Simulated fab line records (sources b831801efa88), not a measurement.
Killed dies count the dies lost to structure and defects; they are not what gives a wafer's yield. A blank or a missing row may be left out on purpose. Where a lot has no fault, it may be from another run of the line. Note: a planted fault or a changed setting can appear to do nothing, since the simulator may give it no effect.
Matching of chambers    flow gf180mcu    GF_CONTACT_CMP_04 on cmp-01: 3 sister chambers
The step polishes SiO2. 14 wafers are shown with their chamber, then 4 later ones without.

## WAFERS PAIRED WITH THEIR CHAMBERS
wafer   chamber  motor-current-A (A)  time-to-endpoint-s (s)  edge-zone-pressure-frac
L376.1  2        11.7                 109                     1.004
L376.4  0        12.3                 103                     1.000
L376.6  0        12.5                 108                     0.998
L378.1  0        12.1                 106                     0.999
L378.4  3        10.0                 109                     0.991
L378.6  2        11.5                 120                     1.001
L379.1  3        10.1                 98                      0.998
L379.2  2        10.8                 105                     1.002
L379.6  3        9.9                  106                     0.999
L380.6  0        12.4                 98                      1.000
L381.5  2        11.2                 110                     1.009
L397.1  2        12.2                 113                     0.995
L397.2  3        10.0                 105                     1.000
L397.6  3        10.5                 113                     1.000

SIGNATURES (means of the wafers above)
reading                  chamber 0  chamber 2  chamber 3  scatter within a chamber
motor-current-A          12.325     11.480     10.100     0.359
time-to-endpoint-s       103.75     111.40     106.20     5.26
edge-zone-pressure-frac  0.99925    1.00220    0.99760    0.00385
Rule: for each reading, subtract the chamber's mean from the wafer's reading, divide by that reading's scatter and square the result; add these up over the readings and take the root, which gives the wafer's distance from the chamber. The wafer belongs to the nearest chamber; if the next one is less than 2 further off, it can't be placed. The scatter: take each reading less its chamber's mean, square it, sum over the shown wafers, divide by the number of wafers less the number of chambers, and take the root.

## WAFERS WITH NO CHAMBER GIVEN
wafer   motor-current-A (A)  time-to-endpoint-s (s)  edge-zone-pressure-frac
L398.1  11.1                 115                     1.004
L398.5  12.9                 115                     0.998
L399.2  11.3                 104                     0.992
L399.3  10.9                 106                     1.006

## WHICH CHAMBER EACH WENT THROUGH
wafer   from the rows above           in truth
L398.1  2                             2
L398.5  can't be placed: 0 or 2       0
L399.2  can't be placed: 2 or 0 or 3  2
L399.3  can't be placed: 2 or 3       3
Correctly placed: 1 of 4. Not placeable from these rows: 3 (in 3, the candidates include the true chamber). Wrongly placed: 0.
